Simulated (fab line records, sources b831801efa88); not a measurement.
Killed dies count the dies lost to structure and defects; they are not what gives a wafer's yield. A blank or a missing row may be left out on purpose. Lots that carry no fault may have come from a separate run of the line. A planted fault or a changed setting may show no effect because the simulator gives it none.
Which of the tools did it? :: flow sky130 :: 30 wafers from 10 lots sampled at 5 of the route's 708 steps

== WHAT THE GAUGES READ, wafer by wafer ==
SKY_NWELL_THK_MEAS_02.
lot: L291
measured: day 2 18:09
on: film metro-01
NWELL_OXIDATION_THK (nm): 10.21 10.32 10.29

lot: L293
measured: day 3 03:39
on: film metro-04
NWELL_OXIDATION_THK (nm): 9.95 9.95 10.05

lot: L296
measured: day 3 20:02
on: film metro-02
NWELL_OXIDATION_THK (nm): 10.13 10.04 10.38

lot: L298
measured: day 4 04:16
on: film metro-01
NWELL_OXIDATION_THK (nm): 10.05 9.93 9.90

lot: L299
measured: day 4 12:10
on: film metro-01
NWELL_OXIDATION_THK (nm): 9.74 9.91 9.55

lot: L308
measured: day 6 10:57
on: film metro-01
NWELL_OXIDATION_THK (nm): 9.84 9.76 9.79

lot: L309
measured: day 6 17:47
on: film metro-04
NWELL_OXIDATION_THK (nm): 9.94 9.86 9.99

lot: L310
measured: day 6 22:30
on: film metro-04
NWELL_OXIDATION_THK (nm): 10.19 10.35 10.38

lot: L312
measured: day 7 06:16
on: film metro-04
NWELL_OXIDATION_THK (nm): 10.15 10.17 10.19

lot: L313
measured: day 7 11:01
on: film metro-01
NWELL_OXIDATION_THK (nm): 9.93 9.97 9.99

SKY_SONOS_ONO_THK_MEAS_03.
lot: L291
measured: day 11 22:35
on: film metro-03
SONOS_ONO_CVD_02_THK (nm): 10.75 10.46 10.75

lot: L293
measured: day 12 14:38
on: film metro-01
SONOS_ONO_CVD_02_THK (nm): 10.52 10.42 10.43

lot: L296
measured: day 13 14:06
on: film metro-03
SONOS_ONO_CVD_02_THK (nm): 10.52 10.63 10.49

lot: L298
measured: day 14 04:35
on: film metro-02
SONOS_ONO_CVD_02_THK (nm): 10.71 10.60 10.53

lot: L299
measured: day 14 12:58
on: film metro-01
SONOS_ONO_CVD_02_THK (nm): 10.51 10.54 10.60

lot: L308
measured: day 17 15:19
on: film metro-03
SONOS_ONO_CVD_02_THK (nm): 10.50 10.31 10.43

lot: L309
measured: day 17 21:08
on: film metro-03
SONOS_ONO_CVD_02_THK (nm): 10.42 10.50 10.49

lot: L310
measured: day 18 07:40
on: film metro-01
SONOS_ONO_CVD_02_THK (nm): 10.31 10.56 10.44

lot: L312
measured: day 18 17:58
on: film metro-03
SONOS_ONO_CVD_02_THK (nm): 10.55 10.47 10.51

lot: L313
measured: day 18 23:05
on: film metro-01
SONOS_ONO_CVD_02_THK (nm): 10.61 10.67 10.47

SKY_POLY_GATE_THK_MEAS_01.
lot: L291
measured: day 14 07:42
on: film metro-02
POLY_GATE_CVD_00_THK (nm): 181.9 183.6 181.7

lot: L293
measured: day 15 00:45
on: film metro-04
POLY_GATE_CVD_00_THK (nm): 179.7 180.7 180.3

lot: L296
measured: day 16 01:37
on: film metro-03
POLY_GATE_CVD_00_THK (nm): 179.1 178.7 178.5

lot: L298
measured: day 16 20:14
on: film metro-03
POLY_GATE_CVD_00_THK (nm): 144.2 144.7 145.0 144.1 144.9 145.0

lot: L299
measured: day 17 03:33
on: film metro-03
POLY_GATE_CVD_00_THK (nm): 149.5 150.6 150.0 149.6 150.5 149.9

lot: L308
measured: day 20 11:47
on: film metro-04
POLY_GATE_CVD_00_THK (nm): 185.2 183.6 184.0

lot: L309
measured: day 20 18:27
on: film metro-03
POLY_GATE_CVD_00_THK (nm): 182.6 182.0 182.7

lot: L310
measured: day 21 02:52
on: film metro-03
POLY_GATE_CVD_00_THK (nm): 183.5 183.3 182.9

lot: L312
measured: day 21 13:29
on: film metro-03
POLY_GATE_CVD_00_THK (nm): 181.0 179.7 180.6

lot: L313
measured: day 21 19:09
on: film metro-02
POLY_GATE_CVD_00_THK (nm): 182.6 182.0 180.0

== WHICH TOOL RAN EACH LOT (tool, then ch and the chambers of the sampled wafers, then the start) ==
lot: L291
SKY_FIELD_ISO_ETCH_14: rie diel-02 ch 1,3, day 2 09:28
SKY_POLY_GATE_CVD_00: lpcvd-01 ch 1, day 14 06:29

lot: L293
SKY_FIELD_ISO_ETCH_14: rie diel-03 ch 1,2,3, day 2 19:54
SKY_POLY_GATE_CVD_00: lpcvd-01 ch 0, day 14 23:33

lot: L296
SKY_FIELD_ISO_ETCH_14: rie diel-03 ch 0,2, day 3 12:40
SKY_POLY_GATE_CVD_00: lpcvd-01 ch 1, day 16 00:25

lot: L298
SKY_FIELD_ISO_ETCH_14: rie diel-04 ch 1,3, day 3 21:31
SKY_POLY_GATE_CVD_00: lpcvd-01 ch 0, day 16 19:01

lot: L299
SKY_FIELD_ISO_ETCH_14: rie diel-02 ch 0,3, day 4 04:58
SKY_POLY_GATE_CVD_00: lpcvd-01 ch 0, day 17 02:20

lot: L308
SKY_FIELD_ISO_ETCH_14: rie diel-03 ch 0,3, day 6 02:40
SKY_POLY_GATE_CVD_00: lpcvd-01 ch 0, day 20 10:34

lot: L309
SKY_FIELD_ISO_ETCH_14: rie diel-03 ch 0,2, day 6 08:52
SKY_POLY_GATE_CVD_00: lpcvd-01 ch 0, day 20 17:15

lot: L310
SKY_FIELD_ISO_ETCH_14: rie diel-04 ch 0,2,3, day 6 12:51
SKY_POLY_GATE_CVD_00: lpcvd-01 ch 0, day 21 01:40

lot: L312
SKY_FIELD_ISO_ETCH_14: rie diel-02 ch 1,2,3, day 6 23:00
SKY_POLY_GATE_CVD_00: lpcvd-01 ch 1, day 21 12:17

lot: L313
SKY_FIELD_ISO_ETCH_14: rie diel-02 ch 1,2,3, day 7 05:15
SKY_POLY_GATE_CVD_00: lpcvd-01 ch 0, day 21 17:56
- SKY_FIELD_ISO_ETCH_14: etches BARC in N2/H2, stops on SiO2, time 45.9 s, target depth 60 nm.
- SKY_POLY_GATE_CVD_00: deposits poly-Si, target thk 180 nm, time 720 s.

== WHAT THE TOOLS THEMSELVES READ (means of the sampled wafers that have a number; where no wafer has one, the mark that the record gives instead) ==
SKY_FIELD_ISO_ETCH_14.
lot: L291
tool: rie diel-02
drypump motor current A (A): 6.1
n2 flow sccm (sccm): 99.8
oes product au (a.u.): 0.858
throttle valve pct (%): 13.218

lot: L293
tool: rie diel-03
drypump motor current A (A): 5.6
n2 flow sccm (sccm): 100.1
oes product au (a.u.): 0.855
throttle valve pct (%): 13.227

lot: L296
tool: rie diel-03
drypump motor current A (A): 5.5
n2 flow sccm (sccm): 100.3
oes product au (a.u.): 0.856
throttle valve pct (%): 13.222

lot: L298
tool: rie diel-04
drypump motor current A (A): 5.5
n2 flow sccm (sccm): 99.9
oes product au (a.u.): 0.855
throttle valve pct (%): 13.221

lot: L299
tool: rie diel-02
drypump motor current A (A): 6.0
n2 flow sccm (sccm): 99.9
oes product au (a.u.): 0.854
throttle valve pct (%): 13.226

lot: L308
tool: rie diel-03
drypump motor current A (A): 5.8
n2 flow sccm (sccm): 99.9
oes product au (a.u.): 0.856
throttle valve pct (%): 13.226

lot: L309
tool: rie diel-03
drypump motor current A (A): 5.5
n2 flow sccm (sccm): 99.7
oes product au (a.u.): 0.857
throttle valve pct (%): 13.214

lot: L310
tool: rie diel-04
drypump motor current A (A): 5.4
n2 flow sccm (sccm): 99.8
oes product au (a.u.): 0.854
throttle valve pct (%): 13.224

lot: L312
tool: rie diel-02
drypump motor current A (A): 6.1
n2 flow sccm (sccm): 100.1
oes product au (a.u.): 0.856
throttle valve pct (%): 13.226

lot: L313
tool: rie diel-02
drypump motor current A (A): 6.1
n2 flow sccm (sccm): 99.7
oes product au (a.u.): 0.852
throttle valve pct (%): 13.216

SKY_POLY_GATE_CVD_00.
lot: L291
tool: lpcvd-01
spike tc centre C (C): 619.0
spike tc lower C (C): 622.0
spike tc upper C (C): 620.6
susceptor temp C (C): 620.1
zone power upper pct (%): 7.5

lot: L293
tool: lpcvd-01
spike tc centre C (C): 620.1
spike tc lower C (C): 619.5
spike tc upper C (C): 617.5
susceptor temp C (C): 620.1
zone power upper pct (%): 9.1

lot: L296
tool: lpcvd-01
spike tc centre C (C): 618.4
spike tc lower C (C): 620.3
spike tc upper C (C): 619.4
susceptor temp C (C): 620.0
zone power upper pct (%): 7.4

lot: L298
tool: lpcvd-01
spike tc centre C (C): 612.2
spike tc lower C (C): 612.2
spike tc upper C (C): 610.3
susceptor temp C (C): 620.1
zone power upper pct (%): 8.8

lot: L299
tool: lpcvd-01
spike tc centre C (C): 611.1
spike tc lower C (C): 612.7
spike tc upper C (C): 609.6
susceptor temp C (C): 619.9
zone power upper pct (%): 8.8

lot: L308
tool: lpcvd-01
spike tc centre C (C): 619.5
spike tc lower C (C): 620.1
spike tc upper C (C): 618.2
susceptor temp C (C): 619.9
zone power upper pct (%): 9.0

lot: L309
tool: lpcvd-01
spike tc centre C (C): 620.0
spike tc lower C (C): 621.3
spike tc upper C (C): 617.8
susceptor temp C (C): 620.3
zone power upper pct (%): 9.0

lot: L310
tool: lpcvd-01
spike tc centre C (C): 619.0
spike tc lower C (C): 619.7
spike tc upper C (C): 618.3
susceptor temp C (C): 619.9
zone power upper pct (%): 9.0

lot: L312
tool: lpcvd-01
spike tc centre C (C): 619.4
spike tc lower C (C): 621.2
spike tc upper C (C): 619.7
susceptor temp C (C): 619.8
zone power upper pct (%): 7.5

lot: L313
tool: lpcvd-01
spike tc centre C (C): 619.6
spike tc lower C (C): 620.0
spike tc upper C (C): 618.2
susceptor temp C (C): 619.8
zone power upper pct (%): 9.1

== THE ANSWER, worked out from the rows above alone ==
Rule: the lots themselves supply what counts as usual. Put in order of their means at a reading, lots are off if they are a third of the lots or fewer, leave a main group of 4 or more, and stand apart from it by a gap of 3 or more times the standard deviation of the main group's means; of several such gaps the widest counts. A main group whose means are all the same, to the digits that the tables above print for the reading, isn't used. A lot without any number at a reading at which 4 lots or more have one is off too. The other lots that the step has rows for count as sound. Order of review: gauges by route order, followed by the tools' own readings, for which a lot's mean as printed above is used. The first step at which some lot is off is used, and at that step the reading that is off furthest; a lot without a number counts as furthest.
Off: at SKY_POLY_GATE_THK_MEAS_01 (POLY_GATE_CVD_00_THK), L298, L299. Mean 181.7 nm and standard deviation 1.7 in the main group.
A tool fits if, at a process step before that reading, it ran every lot that is off, and no sound lot after the first of them. Not tried: the gauges at SKY_POLY_GATE_THK_MEAS_01; whatever is off there is also off at SKY_POLY_GATE_CVD_00, on other tools, and gauge error can't account for it. Not one of the candidates tried fits.

== WHAT HAD BEEN PUT IN BY THE SIMULATOR ==
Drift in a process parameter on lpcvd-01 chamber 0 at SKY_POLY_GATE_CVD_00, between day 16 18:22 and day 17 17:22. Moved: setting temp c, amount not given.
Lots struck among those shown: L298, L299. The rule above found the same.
